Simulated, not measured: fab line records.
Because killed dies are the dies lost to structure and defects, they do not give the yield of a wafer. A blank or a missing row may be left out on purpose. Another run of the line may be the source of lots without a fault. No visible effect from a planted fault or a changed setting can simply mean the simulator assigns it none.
fab line records	flow sky130
[record] lots = 7	wafers = 21	last_day = 50
route steps=708 shown FIELD_ISO@6 PAD_OPEN@708
lots that met no fault: taken from a fault-free run of the same line
start_h: hours from the record's opening day to when the first of the lot's shown wafers began	wait_h: hours since the lot's step before	" as in the row above	L1.1+2: a row that stands for several wafers	- value missing, or start not given	* or withheld: withheld	< > ~ a bound
route shown NAME@n: a module of which the file shows steps, and the number in the route of the first	usual: average and standard deviation across the fault-free wafers	same: alike in all rows	chamber/n: place in a boat	sites: readings site by site	_std_site: how widely they spread, as a standard deviation	_edge_site: the outer-site mean with the inner-site mean subtracted	radius_mm: for every site, how far away it sits from the centre of the wafer	mask NAME#n: copy n	behind: the tool/chamber that last shaped the wafer	hold: cause of the lot's hold/its duration in hours/its outcome	device: transistor that didn't switch, given as n, p or np	end of line: tests run on the same wafers once the route is complete	a step with no rows: only its recipe	killed: dies lost to structure and defects at the first sort, not the wafer's yield	map: shows each die of a wafer: x if killed, . if not, _ if none is there
set.NAME: the setting as run; set.NAME@STEP: as run at that earlier step	model.NAME: the simulator's own value behind a step, which no gauge read
lots seen at some steps along the route; tables by step, rows by wafer
services: from which hour (start_h, from the record's first day; less than 0 if before it) a tool's chamber was out of use, for how many hours, and why
[[steps]]
[step SKY_FIELD_ISO_DEHYDRATE_05]
[recipe] temp_c = 200	time_s = 60
[step SKY_FIELD_ISO_HMDS_06]
[recipe] prime_time_s = 60	prime_temp_c = 120
[step SKY_FIELD_ISO_COAT_07]
[recipe] resist = BARC	temp_c = withheld	time_s = withheld	spin_rpm = 3000	resist_thk_nm = 60
[step SKY_FIELD_ISO_COAT_08]
[recipe] resist = KrF-thick	spin_rpm = 3000	resist_thk_nm = 450
[step SKY_FIELD_ISO_SOFTBAKE_09]
[recipe] temp_c = 100	time_s = 90	resist = KrF-thick
[step SKY_FIELD_ISO_EXPOSE_10]
[recipe] mask_id = FOM	na = 0.68	source_shape = annular	sigma_inner = 0.4	sigma_outer = 0.8	target_cd_nm = 150	dose_mj = 28
[step SKY_FIELD_ISO_PEB_11]
[recipe] peb_temp_c = withheld	peb_time_s = withheld	resist = KrF-thick
[step SKY_FIELD_ISO_DEVELOP_12]
[recipe] develop_time_s = 60	resist = KrF-thick	dev_temp_c = 21
[step SKY_FIELD_ISO_CD_MEAS_13]
[recipe] target_cd_nm = 150
[usual] cd_nm = 150.0/1.4
lot.wafer	tool	chamber	start_h	wait_h	cd_nm
L437.1	cd_sem-01	-	30.94	-	149.4
L437.3	"	-	"	"	148.4
L437.6	"	-	"	"	148.5
L439.2	cd_sem-02	-	39.74	-	148.9
L439.4	"	-	"	"	150.4
L439.5	"	-	"	"	151.2
L441.2	cd_sem-02	-	49.94	-	149.9
L441.4	"	-	"	"	149.0
L441.5	"	-	"	"	149.5
L445.1	cd_sem-02	-	70.64	-	149.2
L445.2	"	-	"	"	149.6
L445.5	"	-	"	"	149.7
L447.2	cd_sem-02	-	80.41	-	150.0
L447.4	"	-	"	"	150.4
L447.5	"	-	"	"	150.0
L457.2	cd_sem-01	-	131.76	-	148.3
L457.3	"	-	"	"	151.5
L457.5	"	-	"	"	149.8
L460.2	cd_sem-02	-	150.31	-	149.6
L460.3	"	-	"	"	150.3
L460.5	"	-	"	"	150.8
[step SKY_FIELD_ISO_ETCH_14]
[recipe] chemistry = N2/H2	target = BARC	ion_energy_ev = 200	source_w = 500	bias_w = 100	pressure_mtorr = 30	n2_flow_sccm = 100	h2_flow_sccm = 200	stop_on = SiO2	time_s = 45.9	target_depth_a = 600
[usual] drypump_motor_current_A = 5.9/0.35	n2_flow_sccm = 100.0/0.31	oes_product_au = 0.855/0.0046	run_length_s = 74.1/0.45	throttle_valve_pct = 13.224/0.0091
lot.wafer	tool	chamber	start_h	wait_h	drypump_motor_current_A	n2_flow_sccm	oes_product_au	rf_hours_counter_h	run_length_s	throttle_valve_pct
L437.1	rie_diel-02	1	31.06	0.1	6.2	100.0	0.850	3	74.4	13.221
L437.3	"	0	"	"	5.6	99.9	0.852	0	74.3	13.218
L437.6	"	3	"	"	6.2	100.4	0.855	-	73.8	13.221
L439.2	rie_diel-02	0	39.84	0.1	5.6	100.1	0.850	0	74.3	13.222
L439.4	"	3	"	"	6.2	99.7	0.859	-	73.8	13.220
L439.5	"	0	"	"	5.6	100.2	0.852	-	74.2	13.231
L441.2	rie_diel-01	2	50.04	0.1	6.3	100.6	0.848	104	73.3	13.209
L441.4	"	0	"	"	6.5	99.7	0.841	74	73.2	13.216
L441.5	"	2	"	"	6.2	100.5	0.857	-	73.5	13.232
L445.1	rie_diel-04	3	70.76	0.1	5.8	100.4	0.858	105	74.1	13.237
L445.2	"	1	"	"	5.9	99.9	0.855	19	74.5	13.237
L445.5	"	2	"	"	5.4	99.9	0.859	-	73.7	13.240
L447.2	rie_diel-02	3	80.51	0.1	6.2	100.0	0.847	2	73.9	13.213
L447.4	"	1	"	"	6.2	99.7	0.850	4	73.9	13.231
L447.5	"	0	"	"	5.6	99.8	0.853	-	73.9	13.231
L457.2	rie_diel-01	3	131.86	0.1	5.5	99.7	0.861	100	74.0	13.216
L457.3	"	1	"	"	5.7	100.2	0.859	56	74.4	13.236
L457.5	"	3	"	"	5.5	100.1	0.863	-	74.0	13.231
L460.2	rie_diel-04	1	150.41	0.1	6.0	100.4	0.854	21	74.1	13.224
L460.3	"	3	"	"	5.9	100.1	0.857	107	74.2	13.211
L460.5	"	1	"	"	5.9	100.1	0.854	-	74.3	13.227
[step SKY_FIELD_ISO_ETCH_15]
[recipe] chemistry = CHF3/O2	target_depth_nm = 180	stop_on = Si	source_w = 600	bias_w = 200	pressure_mtorr = 40	chf3_flow_sccm = 50	O2_flow_sccm = 5	time_s = 72
[usual] drypump_motor_current_A = 5.9/0.35	oes_product_au = 0.949/0.0069	run_length_s = 100.2/0.44	throttle_valve_pct = 8.845/0.0092
lot.wafer	tool	chamber	start_h	wait_h	drypump_motor_current_A	oes_product_au	rf_hours_counter_h	run_length_s	throttle_valve_pct
L437.1	rie_diel-02	1	31.10	0.0	6.2	0.939	3	100.0	8.844
L437.3	"	0	"	"	5.6	0.934	0	100.1	8.827
L437.6	"	3	"	"	6.2	0.943	-	99.8	8.832
L439.2	rie_diel-02	0	39.89	0.0	5.6	0.944	0	100.7	8.854
L439.4	"	3	"	"	6.2	0.950	-	99.7	8.860
L439.5	"	0	"	"	5.6	0.938	-	100.8	8.849
L441.2	rie_diel-01	2	50.09	0.0	6.2	0.951	104	99.6	8.837
L441.4	"	0	"	"	6.4	0.949	74	99.5	8.852
L441.5	"	2	"	"	6.2	0.943	-	99.8	8.851
L445.1	rie_diel-04	3	70.80	0.0	5.8	0.935	105	100.5	8.833
L445.2	"	1	"	"	5.9	0.940	19	100.5	8.841
L445.5	"	2	"	"	5.4	0.943	-	100.0	8.855
L447.2	rie_diel-02	3	80.55	0.0	6.2	0.950	2	100.2	8.850
L447.4	"	1	"	"	6.2	0.948	4	100.4	8.851
L447.5	"	0	"	"	5.6	0.953	-	100.1	8.827
L457.2	rie_diel-01	3	131.90	0.0	5.4	0.942	100	100.6	8.843
L457.3	"	1	"	"	5.7	0.951	56	100.9	8.844
L457.5	"	3	"	"	5.4	0.954	-	101.0	8.843
L460.2	rie_diel-04	1	150.45	0.0	5.9	0.934	21	100.2	8.845
L460.3	"	3	"	"	5.8	0.946	107	100.0	8.847
L460.5	"	1	"	"	5.9	0.950	-	100.4	8.854
[step SKY_FIELD_ISO_STRIP_16]
[recipe] chemistry = O2/N2	power_w = 1400	pressure_mtorr = 1500	platen_temp_c = withheld	o2_flow_sccm = 3000	n2_flow_sccm = 300	overash_fraction = 0.5
[usual] drypump_motor_current_A = 5.65/0.3	n2_flow_sccm = 299.9/0.82	oes_product_au = 0.378/0.0048	strip_time_to_endpoint_s = 3.55/0.04
lot.wafer	tool	chamber	start_h	wait_h	drypump_motor_current_A	n2_flow_sccm	oes_product_au	rf_hours_counter_h	strip_time_to_endpoint_s
L437.1	plasma_asher-01	1	31.16	0.0	5.33	300.6	0.374	33	3.47
L437.3	"	1	"	"	5.35	299.8	0.388	-	3.59
L437.6	"	1	"	"	5.35	300.1	0.373	-	3.50
L439.2	plasma_asher-01	1	39.94	0.0	5.37	300.7	0.382	34	3.62
L439.4	"	0	"	"	5.91	299.9	0.383	-	3.55
L439.5	"	0	"	"	5.90	301.0	0.380	-	3.58
L441.2	plasma_asher-04	0	50.14	0.0	5.57	298.9	0.375	37	3.54
L441.4	"	0	"	"	5.59	299.1	0.377	-	3.52
L441.5	"	0	"	"	5.58	300.0	0.382	-	3.51
L445.1	plasma_asher-03	1	70.86	0.0	6.37	299.7	0.383	26	3.58
L445.2	"	0	"	"	5.54	299.1	0.371	26	3.47
L445.5	"	0	"	"	5.55	299.4	0.383	-	3.53
L447.2	plasma_asher-04	1	80.61	0.0	5.52	301.1	0.379	40	3.55
L447.4	"	0	"	"	5.56	299.7	0.365	-	3.56
L447.5	"	0	"	"	5.55	298.5	0.385	-	3.60
L457.2	plasma_asher-01	0	131.96	0.0	5.91	299.8	0.381	43	3.57
L457.3	"	1	"	"	5.35	299.5	0.382	-	3.63
L457.5	"	0	"	"	5.91	299.8	0.369	-	3.58
L460.2	plasma_asher-01	1	150.51	0.0	5.38	299.8	0.388	44	3.50
L460.3	"	0	"	"	5.94	300.7	0.375	-	3.59
L460.5	"	0	"	"	5.93	301.5	0.384	-	3.50
[step SKY_FIELD_ISO_ETCH_17]
[recipe] target_depth_a = 3420	mask_material = Si3N4	chemistry = HBr/Cl2/O2	target = Si	taper_deg = 5	icp_w = 600	bias_w = 150	pressure_mtorr = 15	HBr_flow_sccm = 150	Cl2_flow_sccm = 40	O2_flow_sccm = 6	time_s = 97.7
[usual] drypump_motor_current_A = 5.7/0.44	oes_product_au = 1.005/0.012	run_length_s = 125.7/0.42	throttle_valve_pct = 25.654/0.012
lot.wafer	tool	chamber	start_h	wait_h	drypump_motor_current_A	oes_product_au	rf_hours_counter_h	run_length_s	throttle_valve_pct	model.FIELD_ISO.feature_depth_nm	model.etch.depth_nm
L437.1	rie_si-02	3	31.26	0.1	5.7	1.000	53	125.8	25.656	344.2	344.2
L437.3	"	1	"	"	5.7	0.999	121	125.9	25.669	343.6	343.6
L437.6	"	2	"	"	6.4	0.985	-	125.8	25.662	332.6	332.6
L439.2	rie_si-01	1	40.04	0.1	5.7	1.003	116	125.1	25.661	345.3	345.3
L439.4	"	2	"	"	6.2	1.013	2	125.2	25.636	350.1	350.1
L439.5	"	3	"	"	5.0	1.021	-	124.8	25.644	350.2	350.2
L441.2	rie_si-02	2	50.24	0.1	6.4	0.968	2	125.6	25.682	327.1	327.1
L441.4	"	3	"	"	5.7	1.000	53	126.5	25.668	344.3	344.3
L441.5	"	1	"	"	5.7	0.995	-	133.5	25.670	369.8	369.8
L445.1	rie_si-02	1	70.96	0.1	5.8	1.001	122	133.3	25.666	372.2	372.2
L445.2	"	0	"	"	5.9	0.998	1	125.9	25.653	341.4	341.4
L445.5	"	1	"	"	5.8	1.011	-	133.5	25.651	372.9	372.9
L447.2	rie_si-02	3	80.71	0.1	5.7	1.004	53	126.0	25.652	342.6	342.6
L447.4	"	1	"	"	5.7	1.003	122	133.9	25.670	370.1	370.1
L447.5	"	3	"	"	5.7	1.002	-	126.1	25.661	341.7	341.7
L457.2	rie_si-01	1	132.06	0.1	5.8	1.024	117	125.8	25.636	356.7	356.7
L457.3	"	0	"	"	5.2	1.012	30	125.9	25.657	345.5	345.5
L457.5	"	1	"	"	5.7	1.019	-	125.3	25.631	349.9	349.9
L460.2	rie_si-01	1	150.61	0.1	5.7	1.015	117	125.4	25.656	350	350
L460.3	"	3	"	"	5.0	1.007	1	125.5	25.649	347.2	347.2
L460.5	"	2	"	"	6.1	1.013	-	125.4	25.644	346.4	346.4
[step SKY_FIELD_ISO_WET_ETCH_18]
[recipe] chemistry = H3PO4	target_depth_nm = 25	temp_c = 160	target = Si3N4	time_s = 286
[step SKY_PAD_OPEN_PROBE_99]
[usual] killed_at_M0_to_M3 = 44/7.8	killed_at_M4_up = 3.1/1.7	killed_at_contacts = 25/5.1	killed_at_front_end = 15/4.4	killed_at_other = 0.5/0.68	killed_dies = 88/9.9	killed_open = 48/6.9	killed_short = 39/6.5
[same] gross_dies = 492	killed_at_back_side = 0
lot.wafer	tool	chamber	start_h	wait_h	killed_at_M0_to_M3	killed_at_M4_up	killed_at_contacts	killed_at_front_end	killed_at_other	killed_dies	killed_open	killed_short	model.etest.res_p_drift_20v.line_ohm_um	model.etest.res_p_drift_20v.rs_ohm_sq	model.etest.pfet_16v.r_on_ohm_um	model.etest.res_iso_pwell.rs_ohm_sq	model.etest.res_iso_pwell.line_ohm_um	model.etest.res_nwell.line_ohm_um	model.etest.res_nwell.rs_ohm_sq	model.etest.pfet_16v.drive_ua_um
L437.1	prober-02	-	1067.95	0.1	41	1	19	10	0	71	39	32	1.138e+04	9515	1.526e+04	3220	1222	1124	952.7	243.5
L437.3	prober-02	-	1068.05	0.2	27	1	25	22	0	75	46	29	1.128e+04	9403	1.509e+04	3162	1198	1129	945.9	248.3
L437.6	prober-02	-	1068.20	0.2	42	3	22	15	0	82	43	38	1.068e+04	9005	1.481e+04	2958	1118	1087	924.4	247.8
L439.2	prober-02	-	1082.46	0.1	40	4	22	11	0	77	41	36	1.15e+04	9488	1.521e+04	2846	1080	1149	950.7	243.4
L439.4	prober-02	-	1082.56	0.2	39	3	31	9	0	82	48	34	1.165e+04	9681	1.527e+04	2921	1126	1191	963	243.2
L439.5	prober-02	-	1082.61	0.2	45	4	22	12	1	84	47	37	1.154e+04	9698	1.527e+04	2908	1102	1154	955.1	244.3
L441.2	prober-02	-	1094.41	0.1	45	2	25	10	1	83	48	35	1.136e+04	9304	1.446e+04	2656	996.7	1082	916	251.6
L441.4	prober-02	-	1094.51	0.2	45	2	22	16	0	85	49	36	1.239e+04	1.037e+04	1.494e+04	2993	1122	1144	972.8	248.7
L441.5	prober-02	-	1094.56	0.2	53	2	23	19	2	99	61	38	1.62e+04	1.338e+04	1.643e+04	3799	1439	1259	1073	232.4
L445.1	prober-02	-	1119.94	0.1	48	4	21	11	0	84	47	37	1.407e+04	1.174e+04	1.617e+04	3664	1394	1272	1070	232.5
L445.2	prober-02	-	1119.99	0.1	49	4	21	18	0	92	52	38	1.141e+04	9562	1.507e+04	2912	1086	1167	955.9	245.3
L445.5	prober-02	-	1120.14	0.2	29	3	32	17	0	81	48	33	1.407e+04	1.175e+04	1.661e+04	3693	1405	1278	1066	229.5
L447.2	prober-02	-	1142.37	0.1	38	5	27	18	2	90	49	40	1.144e+04	9590	1.508e+04	2979	1122	1126	935.7	246.5
L447.4	prober-02	-	1142.47	0.2	46	4	29	11	0	90	54	35	1.407e+04	1.187e+04	1.649e+04	3786	1456	1237	1053	228.3
L447.5	prober-02	-	1142.52	0.2	28	4	32	18	0	82	48	34	1.158e+04	9741	1.532e+04	3019	1150	1138	940.2	246.7
L457.2	prober-01	-	1181.85	0.1	46	4	21	21	0	92	52	40	1.087e+04	9200	1.572e+04	3427	1304	1145	964.3	239.4
L457.3	prober-01	-	1181.90	0.2	37	2	25	12	2	78	48	28	1.034e+04	8714	1.513e+04	3119	1181	1109	931	244.3
L457.5	prober-01	-	1182.00	0.2	53	3	19	13	1	89	54	34	1.055e+04	8807	1.543e+04	3221	1221	1117	947.4	243.4
L460.2	prober-02	-	1196.07	0.1	42	5	22	12	1	82	48	34	1.124e+04	9533	1.575e+04	3740	1432	1126	963	243.4
L460.3	prober-02	-	1196.12	0.2	45	3	16	20	0	84	44	39	1.109e+04	9381	1.554e+04	3692	1378	1110	957	242.1
L460.5	prober-02	-	1196.22	0.2	45	10	24	13	1	93	48	44	1.108e+04	9384	1.554e+04	3617	1359	1125	941.1	245.6
// killed by level:class
L437.1 VIA1:geometric_particle:open=9 VIA2:geometric_particle:open=7 CONTACT:geometric_particle:open=7 METAL1:geometric_particle:short=7 LI_CONTACT:geometric_particle:open=5 CONTACT:geometric_particle:short=4 METAL2:geometric_particle:short=4 FIELD_ISO:geometric_particle:short=3
L437.3 VIA1:geometric_particle:open=11 CONTACT:geometric_particle:short=9 LI_CONTACT:geometric_particle:open=8 VIA3:geometric_particle:open=6 FIELD_ISO:geometric_particle:short=5 FIELD_ISO:geometric_particle:open=5 POLY_GATE:geometric_particle:open=5 CONTACT:geometric_particle:open=5
L437.6 VIA3:geometric_particle:open=16 CONTACT:geometric_particle:open=7 VIA1:geometric_particle:open=6 POLY_GATE:geometric_particle:short=5 METAL2:geometric_particle:short=5 LI_CONTACT:geometric_particle:short=4 LI_CONTACT:geometric_particle:open=4 CONTACT:geometric_particle:short=4
L439.2 VIA2:geometric_particle:open=8 VIA1:geometric_particle:open=8 LI_CONTACT:geometric_particle:open=7 CONTACT:geometric_particle:open=5 CONTACT:geometric_particle:short=5 METAL2:geometric_particle:short=5 FIELD_ISO:geometric_particle:open=4 LOCAL_INTERCONNECT:geometric_particle:short=4
L439.4 CONTACT:geometric_particle:open=13 VIA1:geometric_particle:open=12 LI_CONTACT:geometric_particle:open=6 METAL2:geometric_particle:short=5 VIA1:geometric_particle:short=5 POLY_GATE:geometric_particle:open=4 LOCAL_INTERCONNECT:geometric_particle:short=4 VIA3:geometric_particle:open=3
L439.5 CONTACT:geometric_particle:open=10 VIA1:geometric_particle:short=8 VIA3:geometric_particle:open=7 METAL1:geometric_particle:short=7 VIA1:geometric_particle:open=7 VIA2:geometric_particle:open=5 VIA3:geometric_particle:short=4 FIELD_ISO:geometric_particle:open=3
L441.2 VIA1:geometric_particle:open=12 CONTACT:geometric_particle:open=11 LI_CONTACT:geometric_particle:open=7 VIA3:geometric_particle:open=6 METAL3:geometric_particle:short=6 POLY_GATE:geometric_particle:open=4 VIA2:geometric_particle:open=4 METAL1:geometric_particle:short=4
L441.4 VIA1:geometric_particle:open=9 CONTACT:geometric_particle:open=8 VIA2:geometric_particle:open=8 VIA3:geometric_particle:open=8 METAL2:geometric_particle:short=6 FIELD_ISO:geometric_particle:short=5 LI_CONTACT:geometric_particle:open=5 FIELD_ISO:geometric_particle:open=4
L441.5 VIA1:geometric_particle:open=16 CONTACT:geometric_particle:open=9 VIA2:geometric_particle:open=9 VIA3:geometric_particle:open=6 FIELD_ISO:geometric_particle:open=5 LOCAL_INTERCONNECT:geometric_particle:short=5 VIA2:geometric_particle:short=5 METAL3:geometric_particle:short=5
L445.1 CONTACT:geometric_particle:open=11 VIA1:geometric_particle:open=7 VIA2:geometric_particle:open=7 LI_CONTACT:geometric_particle:open=5 METAL1:geometric_particle:short=5 METAL2:geometric_particle:open=5 METAL2:geometric_particle:short=5 VIA3:geometric_particle:short=5
L445.2 VIA1:geometric_particle:open=11 CONTACT:geometric_particle:open=10 VIA3:geometric_particle:open=7 FIELD_ISO:geometric_particle:short=5 LI_CONTACT:geometric_particle:open=5 METAL1:geometric_particle:short=5 VIA2:geometric_particle:open=5 METAL2:geometric_particle:short=4
L445.5 CONTACT:geometric_particle:open=12 LI_CONTACT:geometric_particle:open=9 VIA1:geometric_particle:open=9 VIA3:geometric_particle:open=6 FIELD_ISO:geometric_particle:short=5 LOCAL_INTERCONNECT:geometric_particle:short=5 CONTACT:geometric_particle:short=5 METAL2:geometric_particle:short=5
L447.2 CONTACT:geometric_particle:open=15 VIA1:geometric_particle:open=9 METAL1:geometric_particle:short=8 FIELD_ISO:geometric_particle:open=7 LI_CONTACT:geometric_particle:open=5 POLY_GATE:geometric_particle:short=4 VIA2:geometric_particle:open=4 CONTACT:geometric_particle:short=4
L447.4 LI_CONTACT:geometric_particle:open=12 CONTACT:geometric_particle:open=9 VIA1:geometric_particle:open=7 METAL1:geometric_particle:short=7 VIA3:geometric_particle:open=7 VIA2:geometric_particle:open=6 METAL2:geometric_particle:short=6 CONTACT:geometric_particle:short=4
L447.5 CONTACT:geometric_particle:open=10 VIA1:geometric_particle:open=10 CONTACT:geometric_particle:short=8 FIELD_ISO:geometric_particle:open=7 LI_CONTACT:geometric_particle:open=6 LOCAL_INTERCONNECT:geometric_particle:short=6 FIELD_ISO:geometric_particle:short=5 VIA1:geometric_particle:short=4
L457.2 VIA1:geometric_particle:open=8 LI_CONTACT:geometric_particle:open=7 VIA3:geometric_particle:open=7 VIA2:geometric_particle:open=6 FIELD_ISO:geometric_particle:short=5 POLY_GATE:geometric_particle:open=5 POLY_CUT:geometric_particle:short=4 METAL2:geometric_particle:open=4
L457.3 VIA1:geometric_particle:open=9 LI_CONTACT:geometric_particle:open=8 CONTACT:geometric_particle:open=8 VIA2:geometric_particle:open=6 CONTACT:geometric_particle:short=6 VIA1:geometric_particle:short=6 VIA3:geometric_particle:open=6 FIELD_ISO:geometric_particle:open=4
L457.5 VIA2:geometric_particle:open=12 VIA3:geometric_particle:open=10 CONTACT:geometric_particle:open=10 VIA1:geometric_particle:open=9 METAL1:geometric_particle:short=8 POLY_GATE:geometric_particle:open=6 LI_CONTACT:geometric_particle:open=4 METAL2:geometric_particle:short=4
L460.2 VIA1:geometric_particle:open=10 VIA2:geometric_particle:open=10 LI_CONTACT:geometric_particle:open=8 CONTACT:geometric_particle:open=7 VIA3:geometric_particle:open=5 VIA1:geometric_particle:short=5 FIELD_ISO:geometric_particle:open=4 POLY_GATE:geometric_particle:short=4
L460.3 VIA1:geometric_particle:short=8 VIA2:geometric_particle:open=7 VIA1:geometric_particle:open=7 METAL2:geometric_particle:short=7 FIELD_ISO:geometric_particle:short=5 POLY_GATE:geometric_particle:open=5 LI_CONTACT:geometric_particle:open=5 CONTACT:geometric_particle:open=5
L460.5 VIA1:geometric_particle:open=11 METAL2:geometric_particle:short=8 METAL4:geometric_particle:short=8 CONTACT:geometric_particle:short=7 CONTACT:geometric_particle:open=7 VIA3:geometric_particle:open=7 VIA2:geometric_particle:open=6 LI_CONTACT:geometric_particle:open=5
[[services]]
tool	chamber	start_h	hours	kind
rie_diel-04	2	13.82	6.2	repair
plasma_asher-01	-	15.35	3.7	repair
rie_si-02	3	20.73	2.3	repair
rie_diel-04	3	26.60	3.2	repair
rie_si-01	3	27.00	-	clean
rie_si-01	3	27.00	13.0	scheduled_down
rie_diel-01	3	27.23	14.1	repair
rie_diel-02	1	35.90	11.8	repair
plasma_asher-01	-	40.97	1.3	repair
rie_diel-04	0	63.55	25.3	repair
rie_si-01	1	83.66	3.7	repair
rie_si-01	2	91.79	8.4	repair
rie_diel-02	2	96.25	-	clean
rie_diel-02	2	96.25	14.4	scheduled_down
rie_diel-02	2	96.25	14.4	vent_cycle
plasma_asher-03	-	98.55	0.9	repair
rie_diel-04	0	100.85	8.2	repair
plasma_asher-04	-	108.75	9.0	pm
rie_diel-04	0	109.07	-	clean
rie_diel-04	0	109.07	31.2	scheduled_down
rie_diel-04	0	109.07	31.2	vent_cycle
rie_diel-02	1	117.67	5.0	repair
plasma_asher-01	-	139.17	2.2	repair
rie_si-01	0	149.20	7.1	repair
[[key]]
[first_sign] step = SKY_FIELD_ISO_ETCH_17	reading = run_length_s	direction = up	sigmas = 19	usual = *	struck = *
effect none on later readings
[model_effect] step = SKY_FIELD_ISO_ETCH_17	value = FIELD_ISO.feature_depth_nm	without = 344.4	struck = 371.2
[model_effect] step = SKY_PAD_OPEN_PROBE_99	value = etest.res_p_drift_20v.line_ohm_um	without = 1.179e+04	struck = 1.46e+04
met_at SKY_FIELD_ISO_ETCH_17
struck_wafers L441.5,L445.1,L445.5,L447.4
tester_left_out L441,L445,L447
onset_between 31.26 50.24
[fault] kind = process_parameter_drift	tool = rie_si-02	chamber = 1	onset_h = 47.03	steps = SKY_FIELD_ISO_ETCH_17	channel = time_s	offset = *	shape = step	end_h = 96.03	acts_in = *	stated = *
// tester_left_out: of these lots the tester's yield and bins aren't shown, on N5 and GAA mostly nor the transistor test; their killed dies are dies lost to structure and defects alone, not to doping, threshold or leakage, so they don't give the yield
